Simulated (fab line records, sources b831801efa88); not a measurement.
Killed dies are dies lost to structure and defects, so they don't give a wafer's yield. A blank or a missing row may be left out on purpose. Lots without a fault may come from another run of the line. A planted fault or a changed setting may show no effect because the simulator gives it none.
One fault seen from 2 desks | flow sky130 | each desk has only its own numbers; what lay behind them comes last

THE TOOL OWNER'S DESK: implanter-01
The tool's own readings at SKY_LDD_N_IMPLANT_09: means of the sampled wafers that have a number, for each lot that ran on this tool. A lot is out of limits, marked OUT, if its mean lies more than 4 standard deviations from the usual mean; the brackets give that distance.
Columns: A = dose_ions_cm2 at SKY_LDD_N_IMPLANT_09, usual 7.499e+13
lot  | first seen here | A
L491 | day 19 01:18    | 7.498e+13
L494 | day 20 02:58    | 7.510e+13
L501 | day 22 06:47    | 7.494e+13
L504 | day 23 09:54    | 7.724e+13 (+25) OUT
L507 | day 24 01:30    | 7.719e+13 (+25) OUT
This desk's finding: out of limits on L504, L507; first on L504, day 23 09:54 (dose_ions_cm2 at SKY_LDD_N_IMPLANT_09). In limits: L491, L494, L501.

THE METROLOGY DESK
What the gauges read, lot by lot, whatever tool the lot ran on: means of the sampled wafers that have a number. A lot is out of limits, marked OUT, if its mean lies more than 4 standard deviations from the usual mean; the brackets give that distance.
Columns: A = VT_ADJUST_HVTR_TW at SKY_VT_ADJUST_HVTR_TW_MEAS_11, usual 212.8; B = VT_ADJUST_PCH_TW at SKY_VT_ADJUST_PCH_TW_MEAS_10, usual 144.2; C = LDD_N_OVL at SKY_LDD_N_OVL_MEAS_07, usual -0.4 nm
lot  | first seen here | A     | B     | C
L490 | day 9 21:47     | 209.5 | 146.0 | -0.7
L491 | day 10 02:49    | 210.1 | 146.3 | -0.5
L494 | day 11 05:02    | 216.2 | 142.9 | -2.4
L495 | day 11 13:44    | 212.4 | 145.5 | 1.7
L496 | day 11 17:53    | 209.5 | 142.9 | -1.7
L497 | day 11 22:17    | 209.4 | 143.2 | -0.9
L498 | day 12 07:10    | 210.9 | 143.1 | -0.8
L501 | day 13 10:48    | 209.4 | 143.1 | -0.6
L503 | day 14 02:38    | 211.5 | 142.0 | -0.9
L504 | day 14 03:16    | 213.8 | 143.4 | -0.9
L507 | day 14 20:07    | 211.3 | 146.5 | 1.0
L509 | day 15 11:32    | 214.6 | 141.7 | 0.3
L511 | day 16 01:47    | 214.9 | 144.3 | -1.0
L512 | day 16 11:38    | 211.0 | 146.7 | 0.3
This desk's finding: nothing out of limits on any of the 14 lots.

PUT TOGETHER
The tool owner's desk could have raised an alarm at day 23 09:54, on L504, L507.
The metrology desk saw nothing out of limits.
The metrology desk has L504, L507 on record, within its limits.
Of the lots named, all ran SKY_LDD_N_IMPLANT_09 on implanter-01.

WHAT THE SIMULATOR HAD PUT IN
Process parameter drift: implanter-01, from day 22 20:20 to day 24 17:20, at SKY_LDD_N_IMPLANT_09. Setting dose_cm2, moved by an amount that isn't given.
Lots struck among those shown: L504, L507.
Hours from the fault's start to each desk's first reading out of limits: the tool owner's desk, 14.
